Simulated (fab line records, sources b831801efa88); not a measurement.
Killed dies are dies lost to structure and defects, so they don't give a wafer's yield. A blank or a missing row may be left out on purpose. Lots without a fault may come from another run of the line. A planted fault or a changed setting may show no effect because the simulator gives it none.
One fault seen from 2 desks | flow sky130 | each desk has only its own numbers; what lay behind them comes last

THE METROLOGY DESK
What the gauges read, lot by lot, whatever tool the lot ran on: means of the sampled wafers that have a number. A lot is out of limits, marked OUT, if its mean lies more than 4 standard deviations from the usual mean; the brackets give that distance.
Columns: A = VT_ADJUST_PCH_OVL at SKY_VT_ADJUST_PCH_OVL_MEAS_07, usual 0.6 nm; B = POLY_GATE_TW at SKY_RES_PROTECT_TW_MEAS_08, usual 4038
lot  | first seen here | A    | B
L482 | day 10 05:16    | 1.3  | 3999
L483 | day 10 13:07    | 0.8  | 4055
L486 | day 11 14:19    | 2.4  | 4057
L487 | day 11 22:07    | 0.7  | 4063
L488 | day 12 08:58    | 2.1  | 4040
L493 | day 13 22:19    | -0.0 | 4059
L495 | day 14 10:34    | -1.5 | 4061
L498 | day 15 10:01    | 1.1  | 4063
L499 | day 15 18:37    | 0.2  | 4013
L500 | day 16 01:28    | 1.1  | 4011
L502 | day 16 21:10    | 0.2  | 4038
L504 | day 17 09:01    | -1.6 | 4071
L505 | day 18 04:22    | 0.0  | 4050
This desk's finding: nothing out of limits on any of the 13 lots.

THE TOOL OWNER'S DESK: litho_track-02
The tool's own readings at SKY_GATE_OXIDE_SOFTBAKE_06 (time 60 s): means of the sampled wafers that have a number, for each lot that ran on this tool. A lot is out of limits, marked OUT, if its mean lies more than 4 standard deviations from the usual mean; the brackets give that distance.
Columns: A = heater_power_total_W at SKY_GATE_OXIDE_SOFTBAKE_06, usual 56.60 W; B = run_length_s at SKY_GATE_OXIDE_SOFTBAKE_06, usual 89.19 s
lot  | first seen here | A               | B
L483 | day 13 08:49    | 56.62           | 89.36
L486 | day 14 11:02    | 56.61           | 89.28
L487 | day 14 23:55    | 56.59           | 89.28
L488 | day 15 09:32    | 56.64           | 89.29
L495 | day 17 17:08    | 57.06 (+11) OUT | 87.72 (-6.7) OUT
L505 | day 21 15:16    | 56.58           | 89.46
This desk's finding: out of limits on L495; first on L495, day 17 17:08 (heater_power_total_W at SKY_GATE_OXIDE_SOFTBAKE_06). In limits: L483, L486, L487, L488, L505.

PUT TOGETHER
The tool owner's desk could have raised an alarm at day 17 17:08, on L495.
The metrology desk saw nothing out of limits.
The metrology desk has L495 on record, within its limits.
Of the lots named, all ran SKY_GATE_OXIDE_SOFTBAKE_06 on litho_track-02.

WHAT THE SIMULATOR HAD PUT IN
Process parameter drift: litho_track-02, from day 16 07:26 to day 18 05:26, at SKY_GATE_OXIDE_SOFTBAKE_06. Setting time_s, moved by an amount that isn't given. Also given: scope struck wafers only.
Lots struck among those shown: L495.
Hours from the fault's start to each desk's first reading out of limits: the tool owner's desk, 34.
